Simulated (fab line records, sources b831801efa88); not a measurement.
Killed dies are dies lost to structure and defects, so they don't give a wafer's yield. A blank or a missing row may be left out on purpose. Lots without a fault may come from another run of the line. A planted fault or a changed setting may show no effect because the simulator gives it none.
fab line records | flow sky130
record lots=13 wafers=39 last_day=50
route steps=708 shown SONOS_ONO@183 METAL1@439 PAD_OPEN@708
lots that met no fault: from a run of the same line without faults
start_h: hours from the record's first day to the start of the lot's first wafer shown | wait_h: hours since the lot's step before | " the same as in the row above | L1.1+2: a row that stands for several wafers | - no value, or no start given | * or withheld: withheld | < > ~ a bound
route shown NAME@n: a module of which the file shows steps, and the number in the route of the first | usual: mean/standard deviation of fault-free wafers | same: alike in all rows | chamber/n: place in a boat | sites: the reading at each site | _std_site: their standard deviation | _edge_site: outer sites' mean less inner sites' | radius_mm: how far each site lies from the wafer's centre | mask NAME#n: copy n | behind: the tool/chamber that last shaped the wafer | hold: why the lot was held/for how many hours/how that ended | device: the transistor (n, p or np) that didn't switch | end of line: the same wafers' tests at the end of the route | a step without rows: its recipe alone | killed: dies lost to structure and defects at the first sort, not the wafer's yield | map: a wafer's dies, x killed, . not, _ none there
set.NAME: the setting as run; set.NAME@STEP: as run at that earlier step | model.NAME: the simulator's own value behind a step, which no gauge read
steps of the route over a sample of lots; a table a step, a row a wafer
services: from which hour (start_h, from the record's first day; less than 0 if before it) a tool's chamber was out of use, for how many hours, and why
## steps
# step SKY_SONOS_ONO_ETCH_15
# recipe target_depth_nm=19.52 chemistry=CHF3/O2 source_w=600 bias_w=200 pressure_mtorr=40 chf3_flow_sccm=50 O2_flow_sccm=5 time_s=7.8
# usual O2_flow_sccm=4.998/0.014 bias_w=200.0/0.65 drypump_motor_current_A=5.8/0.41 oes_product_au=1.001/0.0078 throttle_valve_pct=8.825/0.0094
# columns lot.wafer tool chamber start_h wait_h O2_flow_sccm bias_w drypump_motor_current_A oes_product_au rf_hours_counter_h throttle_valve_pct
L913.2 rie_diel-01 0 288.67 0.0 5.005 199.4 5.6 1.013 9 8.840
L913.3 " 1 " " 4.970 199.6 5.5 1.006 1 8.835
L913.5 " 1 " " 5.008 199.5 5.5 1.009 - 8.844
L914.1 rie_diel-04 0 297.86 0.0 4.995 201.0 5.9 1.012 29 8.817
L914.3 " 1 " " 5.025 200.1 5.5 0.999 44 8.825
L914.4 " 2 " " 5.002 200.0 5.5 1.014 - 8.832
L915.2 rie_diel-02 0 297.98 0.0 5.009 199.7 5.2 1.005 20 8.820
L915.3 " 1 " " 4.983 199.6 5.8 1.007 60 8.823
L915.4 " 3 " " 5.011 200.2 6.0 1.002 54 8.824
L917.1 rie_diel-02 3 322.46 0.0 4.965 199.9 6.0 1.004 55 8.830
L917.5 " 3 " " 4.988 200.6 5.9 0.996 - 8.815
L917.6 " 2 " " 5.003 201.3 6.2 1.014 - 8.830
L919.1 rie_diel-02 1 334.47 0.0 4.993 200.1 5.8 0.991 60 8.816
L919.3 " 0 " " 4.998 198.9 5.1 1.000 21 8.818
L919.6 " 2 " " 5.006 201.2 6.2 1.008 - 8.819
L923.1 rie_diel-01 2 382.62 0.0 - - - - - -
L923.2 " 0 " " - - - - - -
L923.5 " 1 " " - - - - - -
L924.4 rie_diel-02 3 383.58 0.0 - - - - - -
L924.5 " 1 " " - - - - - -
L924.6 " 0 " " - - - - - -
L925.1 rie_diel-04 3 385.63 0.0 - - - - - -
L925.2 " 0 " " - - - - - -
L925.5 " 3 " " - - - - - -
L931.1 rie_diel-04 3 426.61 0.0 4.986 199.9 6.3 1.009 1 8.812
L931.2 " 0 " " 5.006 200.6 6.0 1.011 31 8.844
L931.6 " 2 " " 4.997 199.8 5.5 1.001 - 8.842
L932.1 rie_diel-01 2 439.31 0.0 4.991 200.4 6.8 1.009 3 8.836
L932.2 " 3 " " 5.019 200.0 5.5 1.002 85 8.844
L932.4 " 0 " " 5.013 200.9 5.5 1.001 12 8.820
L933.1 rie_diel-02 0 459.68 0.0 5.002 199.0 5.2 0.998 23 8.833
L933.2 " 2 " " 5.008 198.6 6.2 1.001 0 8.829
L933.5 " 3 " " 5.005 200.8 6.0 1.005 - 8.815
L934.3 rie_diel-04 3 468.13 0.0 5.018 200.5 6.4 0.975 2 8.815
L934.5 " 3 " " 5.001 201.1 6.3 0.994 - 8.824
L934.6 " 2 " " 4.993 200.1 5.5 0.994 - 8.844
L935.2 rie_diel-01 1 468.42 0.0 4.991 200.4 5.5 0.994 5 8.816
L935.4 " 0 " " 5.011 199.6 5.5 0.993 13 8.819
L935.5 " 1 " " 4.992 199.5 5.5 0.998 - 8.835
# step SKY_METAL1_RS_MEAS_05
# recipe thk_meas_gauge=four-point-probe reads=TiN_of_METAL1_SPUTTER_04+Ti_of_METAL1_SPUTTER_03+AlCu_of_METAL1_SPUTTER_02+TiN_of_METAL1_SPUTTER_01+Ti_of_METAL1_SPUTTER_00
# usual METAL1_ALCU_RS=0.1262/0.00094
# columns lot.wafer tool chamber start_h wait_h METAL1_ALCU_RS[ohm/sq]
L913.2 film_metro-01 - 745.37 0.0 0.1250
L913.3 " - " " 0.1254
L913.5 " - " " 0.1244
L914.1 film_metro-03 - 755.48 0.0 0.1261
L914.3 " - " " 0.1274
L914.4 " - " " 0.1271
L915.2 film_metro-01 - 757.06 0.0 0.1239
L915.3 " - " " 0.1248
L915.4 " - " " 0.1252
L917.1 film_metro-03 - 776.23 0.0 0.1247
L917.5 " - " " 0.1255
L917.6 " - " " 0.1253
L919.1 film_metro-02 - 789.07 0.0 0.1250
L919.3 " - " " 0.1258
L919.6 " - " " 0.1262
L925.1 film_metro-01 - 839.32 0.0 0.1268
L925.2 " - " " 0.1263
L925.5 " - " " 0.1257
L923.1 film_metro-01 - 841.53 0.0 0.1264
L923.2 " - " " 0.1272
L923.5 " - " " 0.1271
L924.4 film_metro-03 - 843.29 0.1 0.1262
L924.5 " - " " 0.1257
L924.6 " - " " 0.1252
L931.1 film_metro-01 - 875.79 0.0 0.1262
L931.2 " - " " 0.1269
L931.6 " - " " 0.1260
L932.1 film_metro-03 - 882.92 0.0 0.1266
L932.2 " - " " 0.1271
L932.4 " - " " 0.1254
L933.1 film_metro-01 - 896.38 0.0 0.1256
L933.2 " - " " 0.1251
L933.5 " - " " 0.1247
L934.3 film_metro-01 - 904.78 0.1 0.1260
L934.5 " - " " 0.1279
L934.6 " - " " 0.1266
L935.2 film_metro-03 - 906.60 0.0 0.1270
L935.4 " - " " 0.1282
L935.5 " - " " 0.1287
# step SKY_METAL1_THK_MEAS_06
# recipe thk_meas_gauge=xrf reads=AlCu_of_METAL1_SPUTTER_02
# usual METAL1_ALCU_THK=255.1/2.5
# columns lot.wafer tool chamber start_h wait_h METAL1_ALCU_THK[nm]
L913.2 film_metro-01 - 745.48 0.1 259.0
L913.3 " - " " 254.4
L913.5 " - " " 257.6
L914.1 film_metro-03 - 755.60 0.1 254.9
L914.3 " - " " 251.5
L914.4 " - " " 252.5
L915.2 film_metro-01 - 757.17 0.1 261.4
L915.3 " - " " 258.5
L915.4 " - " " 257.3
L917.1 film_metro-03 - 776.35 0.1 257.4
L917.5 " - " " 255.5
L917.6 " - " " 256.5
L919.1 film_metro-02 - 789.19 0.1 256.9
L919.3 " - " " 257.9
L919.6 " - " " 256.0
L925.1 film_metro-01 - 839.44 0.1 252.7
L925.2 " - " " 255.2
L925.5 " - " " 257.1
L923.1 film_metro-01 - 841.65 0.1 254.5
L923.2 " - " " 253.3
L923.5 " - " " 254.9
L924.4 film_metro-03 - 843.38 0.1 254.2
L924.5 " - " " 255.2
L924.6 " - " " 253.7
L931.1 film_metro-01 - 875.91 0.1 256.0
L931.2 " - " " 255.9
L931.6 " - " " 256.7
L932.1 film_metro-03 - 883.04 0.1 249.6
L932.2 " - " " 251.3
L932.4 " - " " 254.1
L933.1 film_metro-01 - 896.50 0.1 258.5
L933.2 " - " " 258.4
L933.5 " - " " 259.9
L934.3 film_metro-01 - 904.88 0.1 259.4
L934.5 " - " " 253.1
L934.6 " - " " 257.2
L935.2 film_metro-03 - 906.71 0.1 250.5
L935.4 " - " " 250.6
L935.5 " - " " 249.4
# step SKY_METAL1_OVL_MEAS_16
# usual METAL1_OVL=2/5.6
# columns lot.wafer tool chamber start_h wait_h METAL1_OVL[nm]
L913.2 overlay-02 - 773.00 0.1 -2
L913.3 " - " " -8
L913.5 " - " " -10
L914.1 overlay-01 - 782.23 0.1 3
L914.3 " - " " 5
L914.4 " - " " 0
L915.2 overlay-02 - 783.85 0.1 0
L915.3 " - " " 1
L915.4 " - " " 1
L917.1 overlay-02 - 802.13 0.1 4
L917.5 " - " " 1
L917.6 " - " " 1
L919.1 overlay-02 - 815.28 0.1 9
L919.3 " - " " 8
L919.6 " - " " 1
L925.1 overlay-02 - 864.58 0.1 1
L925.2 " - " " -1
L925.5 " - " " 4
L923.1 overlay-01 - 867.55 0.1 -3
L923.2 " - " " -1
L923.5 " - " " -9
L924.4 overlay-01 - 868.21 0.1 10
L924.5 " - " " 6
L924.6 " - " " 8
L931.1 overlay-02 - 901.55 0.1 4
L931.2 " - " " -1
L931.6 " - " " 3
L932.1 overlay-02 - 908.55 0.1 -5
L932.2 " - " " -2
L932.4 " - " " 0
L933.1 overlay-02 - 921.63 0.1 1
L933.2 " - " " 0
L933.5 " - " " 4
L934.3 overlay-02 - 930.81 0.1 -1
L934.5 " - " " 4
L934.6 " - " " -4
L935.2 overlay-02 - 932.34 0.1 6
L935.4 " - " " 4
L935.5 " - " " 4
# step SKY_PAD_OPEN_PROBE_99
# usual killed_at_M0_to_M3=44/7.3 killed_at_M4_up=3.0/1.9 killed_at_contacts=24/5 killed_at_front_end=16/4.5 killed_at_other=0.3/0.46 killed_dies=87/10 killed_open=47/8.3 killed_short=39/6.4
# same gross_dies=492 killed_at_back_side=0
# columns lot.wafer tool chamber start_h wait_h killed_at_M0_to_M3 killed_at_M4_up killed_at_contacts killed_at_front_end killed_at_other killed_dies killed_open killed_short
L917.1 prober-02 - 1105.23 0.1 52 3 33 18 0 106 64 42
L917.5 prober-02 - 1105.43 0.2 30 3 26 12 1 72 46 26
L917.6 prober-02 - 1105.48 0.2 42 2 24 20 1 89 49 40
L923.1 prober-02 - 1151.84 0.1 59 3 31 19 0 112 63 49
L923.2 prober-02 - 1151.89 0.1 39 4 27 19 1 90 47 43
L923.5 prober-02 - 1152.04 0.2 54 0 21 13 1 89 47 42
L924.4 prober-01 - 1154.77 0.2 59 2 22 18 1 102 58 44
L924.5 prober-01 - 1154.82 0.2 44 3 22 15 1 85 33 52
L924.6 prober-01 - 1154.87 0.2 51 4 17 16 0 88 41 47
# killed by level:class
L917.1 CONTACT:geometric_particle:open=12 VIA1:geometric_particle:open=11 VIA2:geometric_particle:open=11 LI_CONTACT:geometric_particle:open=7 VIA3:geometric_particle:open=7 POLY_GATE:geometric_particle:short=6 METAL1:geometric_particle:short=6 VIA1:geometric_particle:short=5
L917.5 LI_CONTACT:geometric_particle:open=9 CONTACT:geometric_particle:open=9 VIA1:geometric_particle:open=7 VIA3:geometric_particle:open=7 CONTACT:geometric_particle:short=5 VIA2:geometric_particle:open=5 FIELD_ISO:geometric_particle:short=3 POLY_GATE:geometric_particle:open=3
L917.6 VIA1:geometric_particle:open=12 CONTACT:geometric_particle:open=10 POLY_GATE:geometric_particle:short=7 LI_CONTACT:geometric_particle:open=6 VIA3:geometric_particle:open=6 FIELD_ISO:geometric_particle:open=5 LOCAL_INTERCONNECT:geometric_particle:short=4 METAL1:geometric_particle:short=4
L923.1 CONTACT:geometric_particle:open=16 VIA1:geometric_particle:open=14 VIA2:geometric_particle:open=11 METAL1:geometric_particle:short=8 VIA1:geometric_particle:short=6 METAL2:geometric_particle:short=6 VIA2:geometric_particle:short=6 LI_CONTACT:geometric_particle:open=5
L923.2 CONTACT:geometric_particle:open=9 METAL2:geometric_particle:short=9 LI_CONTACT:geometric_particle:open=8 VIA1:geometric_particle:open=8 POLY_GATE:geometric_particle:short=6 VIA3:geometric_particle:open=5 METAL1:geometric_particle:short=5 LOCAL_INTERCONNECT:geometric_particle:short=4
L923.5 VIA1:geometric_particle:open=10 VIA3:geometric_particle:open=9 VIA2:geometric_particle:open=9 METAL2:geometric_particle:short=6 CONTACT:geometric_particle:short=5 CONTACT:geometric_particle:open=5 VIA1:geometric_particle:short=5 LI_CONTACT:geometric_particle:open=4
L924.4 CONTACT:geometric_particle:open=12 VIA3:geometric_particle:open=12 VIA1:geometric_particle:open=10 METAL1:geometric_particle:short=10 VIA2:geometric_particle:open=7 FIELD_ISO:geometric_particle:short=5 METAL2:geometric_particle:short=5 POLY_GATE:geometric_particle:open=4
L924.5 VIA1:geometric_particle:short=9 LI_CONTACT:geometric_particle:open=7 VIA2:geometric_particle:open=6 METAL1:geometric_particle:short=6 FIELD_ISO:geometric_particle:short=5 VIA3:geometric_particle:open=5 CONTACT:geometric_particle:short=5 VIA2:geometric_particle:short=5
L924.6 METAL1:geometric_particle:short=14 VIA3:geometric_particle:open=10 CONTACT:geometric_particle:open=7 VIA2:geometric_particle:open=6 VIA1:geometric_particle:open=6 FIELD_ISO:geometric_particle:short=5 POLY_GATE:geometric_particle:short=5 LOCAL_INTERCONNECT:geometric_particle:short=4
## services
# columns tool chamber start_h hours kind
rie_diel-01 1 278.12 6.6 repair
rie_diel-01 2 284.68 - clean
rie_diel-01 2 284.68 26.4 scheduled_down
rie_diel-01 2 284.68 26.4 vent_cycle
rie_diel-04 0 287.67 2.3 repair
rie_diel-04 3 293.39 5.8 repair
rie_diel-01 - 312.02 2.8 pm
rie_diel-02 2 342.58 30.8 repair
rie_diel-04 0 344.34 7.9 repair
rie_diel-04 3 348.83 8.1 repair
rie_diel-02 1 351.82 3.1 repair
rie_diel-04 1 354.56 3.1 repair
rie_diel-04 3 357.64 - clean
rie_diel-04 3 357.64 12.1 scheduled_down
rie_diel-02 3 358.43 6.6 repair
rie_diel-04 1 369.57 13.7 repair
rie_diel-01 1 389.16 2.7 repair
rie_diel-02 2 412.28 - clean
rie_diel-02 2 412.28 21.0 scheduled_down
rie_diel-02 2 412.28 21.0 vent_cycle
rie_diel-04 2 415.31 2.0 repair
rie_diel-02 3 433.31 14.5 repair
rie_diel-04 - 445.88 2.8 pm
rie_diel-04 1 466.38 22.3 repair
## key
first_sign step=SKY_SONOS_ONO_ETCH_15 reading=tool_record direction=missing
effect none on later readings
met_at SKY_SONOS_ONO_ETCH_15
struck_lots L923,L924,L925
tester_left_out L923,L924,L925
not_acting_at SKY_METAL1_RS_MEAS_05,SKY_METAL1_THK_MEAS_06,SKY_METAL1_OVL_MEAS_16
onset_between 334.47 382.62
fault kind=skipped_step_whole tool=rie_diel-01,rie_diel-02,rie_diel-04 chamber=- onset_h=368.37 steps=SKY_SONOS_ONO_ETCH_15 scope=struck_lots_only
# tester_left_out: of these lots the tester's yield and bins aren't shown, on N5 and GAA mostly nor the transistor test; their killed dies are dies lost to structure and defects alone, not to doping, threshold or leakage, so they don't give the yield
